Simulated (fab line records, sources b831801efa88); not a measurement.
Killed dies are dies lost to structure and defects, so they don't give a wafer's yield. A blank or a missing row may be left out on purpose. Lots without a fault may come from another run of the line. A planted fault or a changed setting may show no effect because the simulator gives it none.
fab line records | flow sky130 | part 1 of 2: steps 1 to 27 of 36
record lots=5 wafers=15 last_day=50
route steps=708 shown LI_CONTACT@374 LOCAL_INTERCONNECT@387 CONTACT@406
lots that met no fault: from a run of the same line without faults
start_h: hours from the record's first day to the start of the lot's first wafer shown | wait_h: hours since the lot's step before | " the same as in the row above | L1.1+2: a row that stands for several wafers | - no value, or no start given | * or withheld: withheld | < > ~ a bound
route shown NAME@n: a module of which the file shows steps, and the number in the route of the first | usual: mean/standard deviation of fault-free wafers | same: alike in all rows | chamber/n: place in a boat | sites: the reading at each site | _std_site: their standard deviation | _edge_site: outer sites' mean less inner sites' | radius_mm: how far each site lies from the wafer's centre | mask NAME#n: copy n | behind: the tool/chamber that last shaped the wafer | hold: why the lot was held/for how many hours/how that ended | device: the transistor (n, p or np) that didn't switch | end of line: the same wafers' tests at the end of the route | a step without rows: its recipe alone | killed: dies lost to structure and defects at the first sort, not the wafer's yield | map: a wafer's dies, x killed, . not, _ none there
set.NAME: the setting as run; set.NAME@STEP: as run at that earlier step | model.NAME: the simulator's own value behind a step, which no gauge read
lots at some steps of the route; a table a step, a row a wafer
services: from which hour (start_h, from the record's first day; less than 0 if before it) a tool's chamber was out of use, for how many hours, and why
## steps
# step SKY_LI_CONTACT_CD_MEAS_12
# recipe target_cd_nm=170
# usual cd_nm=170.2/1.6
# columns lot.wafer tool chamber start_h wait_h cd_nm
L078.4 cd_sem-01 - 708.58 - 168.0
L078.5 " - " " 168.8
L078.6 " - " " 169.1
L083.4 cd_sem-01 - 742.66 - 170.8
L083.5 " - " " 173.7
L083.6 " - " " 170.6
L084.1 cd_sem-02 - 747.65 - 171.7
L084.4 " - " " 171.0
L084.6 " - " " 170.1
L093.1 cd_sem-02 - 828.66 - 170.0
L093.3 " - " " 171.0
L093.4 " - " " 171.2
L096.1 cd_sem-01 - 840.82 - 168.1
L096.2 " - " " 168.5
L096.3 " - " " 165.0
# step SKY_LI_CONTACT_OVL_MEAS_13
# usual LI_CONTACT_OVL=-1/5.1
# columns lot.wafer tool chamber start_h wait_h LI_CONTACT_OVL[nm]
L078.4 overlay-02 - 708.66 0.1 8
L078.5 " - " " 11
L078.6 " - " " 8
L083.4 overlay-01 - 742.74 0.1 -1
L083.5 " - " " 6
L083.6 " - " " -1
L084.1 overlay-02 - 747.77 0.1 -3
L084.4 " - " " -5
L084.6 " - " " -6
L093.1 overlay-01 - 828.78 0.1 -2
L093.3 " - " " -7
L093.4 " - " " -2
L096.1 overlay-01 - 840.94 0.1 -9
L096.2 " - " " -1
L096.3 " - " " -11
# step SKY_LI_CONTACT_ETCH_14
# recipe chemistry=N2/H2 target=BARC ion_energy_ev=200 source_w=500 bias_w=100 pressure_mtorr=30 n2_flow_sccm=100 h2_flow_sccm=200 stop_on=SiO2 time_s=45.9 target_depth_a=600
# usual drypump_motor_current_A=5.4/0.31 oes_product_au=0.855/0.0047 throttle_valve_pct=13.225/0.0093
# columns lot.wafer tool chamber start_h wait_h drypump_motor_current_A oes_product_au rf_hours_counter_h throttle_valve_pct
L078.4 rie_diel-03 3 708.68 0.0 5.0 0.848 2 13.232
L078.5 " 2 " " 5.3 0.862 - 13.222
L078.6 " 3 " " 4.9 0.861 - 13.232
L083.4 rie_diel-01 2 742.76 0.0 4.9 0.846 10 13.211
L083.5 " 3 " " 5.5 0.854 - 13.222
L083.6 " 2 " " 4.9 0.854 - 13.203
L084.1 rie_diel-03 3 747.81 0.0 5.0 0.853 3 13.226
L084.4 " 0 " " 5.4 0.855 11 13.224
L084.6 " 1 " " 5.4 0.855 - 13.229
L093.1 rie_diel-02 1 828.82 0.0 5.8 0.859 4 13.224
L093.3 " 0 " " 5.1 0.861 6 13.236
L093.4 " 3 " " 5.8 0.849 - 13.230
L096.1 rie_diel-01 2 840.98 0.0 4.9 0.857 12 13.222
L096.2 " 3 " " 5.5 0.856 2 13.222
L096.3 " 1 " " 5.8 0.846 7 13.222
# step SKY_LI_CONTACT_ETCH_15
# recipe target=PSG chemistry=C4F8/O2/Ar stop_on=Si taper_deg=4.15 mask_material=KrF-thick source_w=1500 bias_w=1200 pressure_mtorr=40 c4f8_flow_sccm=withheld O2_flow_sccm=6 Ar_flow_sccm=300 time_s=withheld target_depth_a=6000
# usual oes_product_au=0.837/0.0041
# columns lot.wafer tool chamber start_h wait_h oes_product_au
L078.4 rie_diel-03 3 708.72 0.0 0.841
L078.5 " 2 " " 0.837
L078.6 " 3 " " 0.848
L083.4 rie_diel-01 2 742.80 0.0 0.843
L083.5 " 3 " " 0.835
L083.6 " 2 " " 0.834
L084.1 rie_diel-03 3 747.85 0.0 0.844
L084.4 " 0 " " 0.844
L084.6 " 1 " " 0.831
L093.1 rie_diel-02 1 828.86 0.0 0.836
L093.3 " 0 " " 0.835
L093.4 " 3 " " 0.835
L096.1 rie_diel-01 2 841.02 0.0 0.839
L096.2 " 3 " " 0.837
L096.3 " 1 " " 0.834
# step SKY_LI_CONTACT_STRIP_16
# recipe chemistry=O2/N2 power_w=1400 pressure_mtorr=1500 platen_temp_c=withheld o2_flow_sccm=3000 n2_flow_sccm=300 overash_fraction=0.5
# usual drypump_motor_current_A=5.7/0.37 oes_product_au=0.376/0.0046 strip_time_to_endpoint_s=3.50/0.038
# columns lot.wafer tool chamber start_h wait_h drypump_motor_current_A oes_product_au rf_hours_counter_h strip_time_to_endpoint_s
L078.4 plasma_asher-02 1 708.84 - 6.2 0.373 - 3.47
L078.5 " 0 " " 5.1 0.381 - 3.56
L078.6 " 1 " " 6.2 0.381 - 3.45
L083.4 plasma_asher-01 0 742.92 - 5.3 0.370 - 3.44
L083.5 " 0 " " 5.3 0.376 - 3.50
L083.6 " 1 " " 5.5 0.377 - 3.46
L084.1 plasma_asher-04 1 747.93 - 6.0 0.372 32 3.45
L084.4 " 0 " " 5.8 0.376 - 3.45
L084.6 " 0 " " 5.7 0.374 - 3.53
L093.1 plasma_asher-01 1 828.95 - 5.5 0.369 8 3.49
L093.3 " 1 " " 5.5 0.372 - 3.47
L093.4 " 0 " " 5.3 0.377 - 3.50
L096.1 plasma_asher-01 1 841.10 - 5.5 0.372 10 3.45
L096.2 " 0 " " 5.3 0.384 10 3.52
L096.3 " 0 " " 5.3 0.375 - 3.48
# step SKY_LI_CONTACT_CLEAN_17
# recipe chemistry=NMP time_s=600 temp_c=60 dry=n2_spin
# usual temp_c=59.99/0.12
# columns lot.wafer tool chamber start_h wait_h temp_c
L078.4 wet_bench-04 2 708.90 0.0 59.79
L078.5 " 2 " " 60.08
L078.6 " 2 " " 59.92
L083.4 wet_bench-01 1 742.98 0.0 60.05
L083.5 " 1 " " 59.85
L083.6 " 1 " " 60.14
L084.1 wet_bench-01 2 748.03 0.1 60.16
L084.4 " 2 " " 59.95
L084.6 " 2 " " 60.10
L093.1 wet_bench-04 3 829.05 0.1 59.81
L093.3 " 3 " " 59.97
L093.4 " 3 " " 59.90
L096.1 wet_bench-04 1 841.20 0.1 60.03
L096.2 " 1 " " 60.11
L096.3 " 1 " " 60.08
# step SKY_LI_CONTACT_PRE_CLEAN_18
# recipe gas=Ar time_s=5.6 bias_v=358
# columns lot.wafer tool chamber start_h wait_h
L078.4+5+6 pvd_sputter-03 - 709.11 0.0
L083.4+5+6 pvd_sputter-03 - 743.16 0.0
L084.1+4+6 pvd_sputter-03 - 748.21 0.0
L093.1+3+4 pvd_sputter-04 - 829.22 0.0
L096.1+2+3 pvd_sputter-04 - 841.38 0.0
# step SKY_LI_CONTACT_SPUTTER_19
# recipe material=Ti target_thk_nm=20 chamber_pressure_pa=5 power_w=2500 substrate_temp_c=200 time_s=106.37
# usual substrate_temp_c=199.99/0.18 throttle_valve_pct=29.3/1
# columns lot.wafer tool chamber start_h wait_h substrate_temp_c throttle_valve_pct
L078.4 pvd_sputter-03 - 709.13 0.0 199.82 28.7
L078.5 " - " " 199.83 28.7
L078.6 " - " " 200.14 31.0
L083.4 pvd_sputter-03 - 743.18 0.0 200.00 31.2
L083.5 " - " " 199.95 28.2
L083.6 " - " " 200.19 29.0
L084.1 pvd_sputter-03 - 748.23 0.0 200.12 28.7
L084.4 " - " " 200.10 28.0
L084.6 " - " " 199.81 29.3
L093.1 pvd_sputter-04 - 829.24 0.0 200.18 29.8
L093.3 " - " " 199.83 28.5
L093.4 " - " " 200.29 30.5
L096.1 pvd_sputter-04 - 841.40 0.0 199.99 30.2
L096.2 " - " " 199.87 28.5
L096.3 " - " " 200.03 29.7
# step SKY_LI_CONTACT_SPUTTER_20
# recipe material=TiN target_thk_nm=20 chamber_pressure_pa=5 power_w=4000 time_s=80
# usual throttle_valve_pct=29.3/1
# columns lot.wafer tool chamber start_h wait_h throttle_valve_pct
L078.4 pvd_sputter-03 - 709.21 0.0 28.9
L078.5 " - " " 28.7
L078.6 " - " " 31.2
L083.4 pvd_sputter-03 - 743.26 0.0 31.1
L083.5 " - " " 28.1
L083.6 " - " " 29.2
L084.1 pvd_sputter-03 - 748.30 0.0 28.9
L084.4 " - " " 28.2
L084.6 " - " " 29.2
L093.1 pvd_sputter-04 - 829.32 0.0 30.1
L093.3 " - " " 28.3
L093.4 " - " " 30.2
L096.1 pvd_sputter-04 - 841.48 0.0 30.2
L096.2 " - " " 28.4
L096.3 " - " " 29.9
# step SKY_LI_CONTACT_CVD_21
# recipe material=W target_thk_nm=400 time_s=120.56 temp_c=400 pressure_torr=40
# usual heater_power_w=882/62
# columns lot.wafer tool chamber start_h wait_h heater_power_w since_wet_clean_h
L078.4 cvd_w-01 1 709.31 0.1 898 -
L078.5 " 0 " " 787 -
L078.6 " 1 " " 912 -
L083.4 cvd_w-02 0 743.36 0.1 858 -
L083.5 " 0 " " 851 -
L083.6 " 1 " " 986 -
L084.1 cvd_w-01 0 748.37 0.0 785 344
L084.4 " 1 " " 888 -
L084.6 " 0 " " 792 -
L093.1 cvd_w-02 1 829.38 0.0 964 925
L093.3 " 0 " " 869 -
L093.4 " 1 " " 965 -
L096.1 cvd_w-02 0 841.54 0.0 863 938
L096.2 " 1 " " 973 938
L096.3 " 1 " " 987 -
# step SKY_LI_CONTACT_RS_MEAS_22
# recipe thk_meas_gauge=four-point-probe reads=W_of_LI_CONTACT_CVD_21+TiN_of_LI_CONTACT_SPUTTER_20+Ti_of_LI_CONTACT_SPUTTER_19
# usual LI_CONTACT_W_RS=0.285/0.005
# columns lot.wafer tool chamber start_h wait_h LI_CONTACT_W_RS[ohm/sq]
L078.4 film_metro-01 - 709.46 0.1 0.288
L078.5 " - " " 0.292
L078.6 " - " " 0.289
L083.4 film_metro-02 - 743.50 0.1 0.281
L083.5 " - " " 0.277
L083.6 " - " " 0.290
L084.1 film_metro-04 - 748.49 0.1 0.285
L084.4 " - " " 0.284
L084.6 " - " " 0.290
L093.1 film_metro-02 - 829.50 0.1 0.290
L093.3 " - " " 0.277
L093.4 " - " " 0.290
L096.1 film_metro-01 - 841.66 0.1 0.279
L096.2 " - " " 0.287
L096.3 " - " " 0.284
# step SKY_LI_CONTACT_THK_MEAS_23
# recipe thk_meas_gauge=xrf reads=W_of_LI_CONTACT_CVD_21
# usual LI_CONTACT_W_THK=404/9.3
# columns lot.wafer tool chamber start_h wait_h LI_CONTACT_W_THK[nm]
L078.4 film_metro-01 - 709.55 0.1 398
L078.5 " - " " 391
L078.6 " - " " 397
L083.4 film_metro-02 - 743.59 0.1 416
L083.5 " - " " 420
L083.6 " - " " 397
L084.1 film_metro-04 - 748.61 0.1 404
L084.4 " - " " 404
L084.6 " - " " 398
L093.1 film_metro-02 - 829.62 0.1 404
L093.3 " - " " 426
L093.4 " - " " 408
L096.1 film_metro-01 - 841.78 0.1 406
L096.2 " - " " 394
L096.3 " - " " 398
# step SKY_LI_CONTACT_CMP_24
# recipe stop_on=PSG t_overpolish_s=20 down_force_psi=3.5 platen_rpm=60 target_thk_nm=0 pad_velocity_m_s=0.94248
# usual motor_current_A=10.8/1.2 overpolish_run_s=19.999/0.0098 time_to_endpoint_s=97/4.5
# columns lot.wafer tool chamber start_h wait_h motor_current_A overpolish_run_s time_to_endpoint_s
L078.4 cmp-01 0 709.58 0.0 10.4 20.005 92
L078.5 " 0 " " 10.6 19.995 90
L078.6 " 1 " " 12.4 19.994 99
L083.4 cmp-01 1 743.78 0.2 12.5 20.007 95
L083.6 " 0 " " 10.1 19.994 87
L083.5 " 1 " " 12.2 19.996 102
L084.1 cmp-02 2 748.78 0.2 10.6 19.985 99
L084.4 " 1 " " 10.4 19.997 95
L084.6 " 2 " " 11.0 19.996 94
L093.4 cmp-01 2 829.68 0.0 11.3 20.003 104
L093.3 " 0 " " 10.5 20.010 98
L093.1 " 1 " " 12.6 19.990 102
L096.3 cmp-01 3 841.84 0.0 9.0 20.014 95
L096.2 " 0 " " 10.3 19.998 87
L096.1 " 2 " " 10.8 20.019 105
# step SKY_LOCAL_INTERCONNECT_SPUTTER_00
# recipe material=TiN target_thk_nm=100 temp_c=300 power_w=6500 time_s=83.3 chamber_pressure_pa=0.4
# usual substrate_temp_c=299.97/0.18 throttle_valve_pct=29.7/0.99
# columns lot.wafer tool chamber start_h wait_h substrate_temp_c throttle_valve_pct
L078.4 pvd_sputter-02 - 709.88 0.2 299.94 30.2
L078.5 " - " " 299.74 30.7
L078.6 " - " " 299.87 28.2
L083.4 pvd_sputter-03 - 744.03 0.2 300.01 28.1
L083.5 " - " " 300.06 31.1
L083.6 " - " " 299.87 28.2
L084.1 pvd_sputter-03 - 749.08 0.2 299.66 28.9
L084.4 " - " " 300.26 31.0
L084.6 " - " " 300.22 29.0
L093.1 pvd_sputter-02 - 829.98 0.1 299.81 28.5
L093.3 " - " " 299.88 30.8
L093.4 " - " " 299.89 28.3
L096.1 pvd_sputter-03 - 842.14 0.1 299.87 29.3
L096.2 " - " " 300.10 30.9
L096.3 " - " " 299.69 29.0
# step SKY_LOCAL_INTERCONNECT_RS_MEAS_01
# recipe thk_meas_gauge=four-point-probe reads=TiN_of_LOCAL_INTERCONNECT_SPUTTER_00
# usual LOCAL_INTERCONNECT_TIN_RS=14.14/0.18
# columns lot.wafer tool chamber start_h wait_h LOCAL_INTERCONNECT_TIN_RS[ohm/sq]
L078.4 film_metro-03 - 710.00 0.1 13.85
L078.5 " - " " 14.20
L078.6 " - " " 14.19
L083.4 film_metro-03 - 744.15 0.1 14.48
L083.5 " - " " 14.53
L083.6 " - " " 14.39
L084.1 film_metro-02 - 749.14 0.0 14.40
L084.4 " - " " 14.32
L084.6 " - " " 14.31
L093.1 film_metro-01 - 830.05 0.0 14.09
L093.3 " - " " 14.12
L093.4 " - " " 14.19
L096.1 film_metro-03 - 842.21 0.0 14.28
L096.2 " - " " 14.28
L096.3 " - " " 14.40
# step SKY_LOCAL_INTERCONNECT_THK_MEAS_02
# recipe thk_meas_gauge=xrf reads=TiN_of_LOCAL_INTERCONNECT_SPUTTER_00
# usual LOCAL_INTERCONNECT_TIN_THK=100.6/1.4
# columns lot.wafer tool chamber start_h wait_h LOCAL_INTERCONNECT_TIN_THK[nm]
L078.4 film_metro-03 - 710.09 0.1 101.9
L078.5 " - " " 100.0
L078.6 " - " " 99.9
L083.4 film_metro-03 - 744.24 0.1 97.4
L083.5 " - " " 97.8
L083.6 " - " " 97.9
L084.1 film_metro-02 - 749.26 0.1 99.3
L084.4 " - " " 99.9
L084.6 " - " " 99.5
L093.1 film_metro-01 - 830.17 0.1 101.3
L093.3 " - " " 100.7
L093.4 " - " " 100.3
L096.1 film_metro-03 - 842.33 0.1 98.7
L096.2 " - " " 98.7
L096.3 " - " " 98.2
# step SKY_LOCAL_INTERCONNECT_DEHYDRATE_03
# recipe temp_c=200 time_s=60
# columns lot.wafer tool chamber start_h wait_h
L078.4+5+6 litho_track-03 0 722.29 12.2
L083.4+5+6 litho_track-03 0 756.84 12.6
L084.1+4+6 litho_track-03 0 761.46 12.2
L093.1+3+4 litho_track-03 0 842.66 12.5
L096.1+2+3 litho_track-01 0 854.65 12.3
# step SKY_LOCAL_INTERCONNECT_HMDS_04
# recipe prime_time_s=60 prime_temp_c=120
# columns lot.wafer tool chamber start_h wait_h
L078.4+5+6 litho_track-03 0 722.44 0.1
L083.4+5+6 litho_track-03 0 756.99 0.1
L084.1+4+6 litho_track-03 0 761.61 0.1
L093.1+3+4 litho_track-03 0 842.81 0.1
L096.1+2+3 litho_track-01 0 854.80 0.1
# step SKY_LOCAL_INTERCONNECT_COAT_05
# recipe resist=BARC temp_c=withheld time_s=withheld spin_rpm=3000 resist_thk_nm=60
# columns lot.wafer tool chamber start_h wait_h
L078.4+5+6 litho_track-03 0 722.59 0.1
L083.4+5+6 litho_track-03 0 757.14 0.1
L084.1+4+6 litho_track-03 0 761.76 0.1
L093.1+3+4 litho_track-03 0 842.96 0.1
L096.1+2+3 litho_track-01 0 854.95 0.1
# step SKY_LOCAL_INTERCONNECT_COAT_06
# recipe resist=KrF-thick spin_rpm=3000 resist_thk_nm=450
# columns lot.wafer tool chamber start_h wait_h
L078.4+5+6 litho_track-03 0 - -
L083.4+5+6 litho_track-03 0 - -
L084.1+4+6 litho_track-03 0 - -
L093.1+3+4 litho_track-03 0 - -
L096.1+2+3 litho_track-01 0 - -
# step SKY_LOCAL_INTERCONNECT_SOFTBAKE_07
# recipe temp_c=100 time_s=90 resist=KrF-thick
# columns lot.wafer tool chamber start_h wait_h
L078.4+5+6 litho_track-03 0 - -
L083.4+5+6 litho_track-03 0 - -
L084.1+4+6 litho_track-03 0 - -
L093.1+3+4 litho_track-03 0 - -
L096.1+2+3 litho_track-01 0 - -
# step SKY_LOCAL_INTERCONNECT_EXPOSE_08
# recipe mask_id=LI1M na=0.8 source_shape=annular sigma_inner=0.55 sigma_outer=0.85 target_cd_nm=170 dose_mj=28
# columns lot.wafer tool chamber start_h wait_h mask
L078.4+5+6 krf_scanner-01 0 - - LI1M#0
L083.4+5+6 krf_scanner-01 0 - - LI1M#0
L084.1+4+6 krf_scanner-01 0 - - LI1M#0
L093.1+3+4 krf_scanner-01 0 - - LI1M#0
L096.1+2+3 krf_scanner-02 0 - - LI1M#0
# step SKY_LOCAL_INTERCONNECT_PEB_09
# recipe peb_temp_c=withheld peb_time_s=withheld resist=KrF-thick
# columns lot.wafer tool chamber start_h wait_h
L078.4+5+6 litho_track-03 0 - -
L083.4+5+6 litho_track-03 0 - -
L084.1+4+6 litho_track-03 0 - -
L093.1+3+4 litho_track-01 0 - -
L096.1+2+3 litho_track-01 0 - -
# step SKY_LOCAL_INTERCONNECT_DEVELOP_10
# recipe develop_time_s=60 resist=KrF-thick dev_temp_c=21
# usual developer_temp_C=21.00/0.098
# columns lot.wafer tool chamber start_h wait_h developer_temp_C
L078.4 litho_track-03 0 - - 20.95
L078.5 " 0 " " 20.84
L078.6 " 0 " " 20.82
L083.4 litho_track-03 0 - - 20.90
L083.5 " 0 " " 21.09
L083.6 " 0 " " 20.89
L084.1 litho_track-03 0 - - 20.99
L084.4 " 0 " " 20.96
L084.6 " 0 " " 21.13
L093.1 litho_track-01 0 - - 20.93
L093.3 " 0 " " 21.05
L093.4 " 0 " " 21.04
L096.1 litho_track-01 0 - - 20.98
L096.2 " 0 " " 20.83
L096.3 " 0 " " 21.03
# step SKY_LOCAL_INTERCONNECT_CD_MEAS_11
# recipe target_cd_nm=170
# usual cd_nm=169.8/1.5
# columns lot.wafer tool chamber start_h wait_h cd_nm
L078.4 cd_sem-02 - 737.22 - 170.0
L078.5 " - " " 170.8
L078.6 " - " " 171.0
L083.4 cd_sem-02 - 771.47 - 172.6
L083.5 " - " " 171.0
L083.6 " - " " 172.0
L084.1 cd_sem-01 - 776.31 - 168.0
L084.4 " - " " 167.5
L084.6 " - " " 168.3
L093.1 cd_sem-02 - 856.40 - 170.2
L093.3 " - " " 168.0
L093.4 " - " " 168.2
L096.1 cd_sem-01 - 868.40 - 168.5
L096.2 " - " " 169.6
L096.3 " - " " 168.9
# step SKY_LOCAL_INTERCONNECT_OVL_MEAS_12
# usual LOCAL_INTERCONNECT_OVL=2/5.8
# columns lot.wafer tool chamber start_h wait_h LOCAL_INTERCONNECT_OVL[nm]
L078.4 overlay-02 - 737.30 0.1 6
L078.5 " - " " 4
L078.6 " - " " -1
L083.4 overlay-01 - 771.55 0.1 -5
L083.5 " - " " -4
L083.6 " - " " 6
L084.1 overlay-02 - 776.43 0.1 14
L084.4 " - " " 5
L084.6 " - " " 8
L093.1 overlay-02 - 856.52 0.1 1
L093.3 " - " " 0
L093.4 " - " " 0
L096.1 overlay-02 - 868.52 0.1 3
L096.2 " - " " 0
L096.3 " - " " 3
# step SKY_LOCAL_INTERCONNECT_ETCH_13
# recipe chemistry=N2/H2 target=BARC ion_energy_ev=200 bias_w=100 pressure_mtorr=30 n2_flow_sccm=100 h2_flow_sccm=200 icp_w=500 stop_on=SiO2 time_s=45.9 target_depth_a=600
# usual drypump_motor_current_A=5.8/0.41 oes_product_au=0.855/0.0045 throttle_valve_pct=13.223/0.0098
# columns lot.wafer tool chamber start_h wait_h drypump_motor_current_A oes_product_au rf_hours_counter_h throttle_valve_pct
L078.4 rie_metal-01 1 737.34 0.0 6.0 0.856 - 13.225
L078.5 " 0 " " 5.1 0.856 - 13.213
L078.6 " 1 " " 6.0 0.863 - 13.225
L083.4 rie_metal-01 1 771.59 0.0 6.0 0.854 - 13.200
L083.5 " 1 " " 6.0 0.852 - 13.226
L083.6 " 0 " " 5.1 0.847 - 13.226
L084.1 rie_metal-04 0 776.47 0.0 6.0 0.850 5 13.228
L084.4 " 0 " " 6.0 0.853 - 13.233
L084.6 " 1 " " 5.9 0.853 - 13.242
L093.1 rie_metal-02 1 856.56 0.0 6.1 0.855 0 13.206
L093.3 " 0 " " 6.3 0.857 - 13.210
L093.4 " 1 " " 6.1 0.848 - 13.223
L096.1 rie_metal-01 0 868.56 0.0 5.1 0.857 7 13.229
L096.2 " 1 " " 6.0 0.858 0 13.224
L096.3 " 1 " " 6.0 0.853 - 13.231
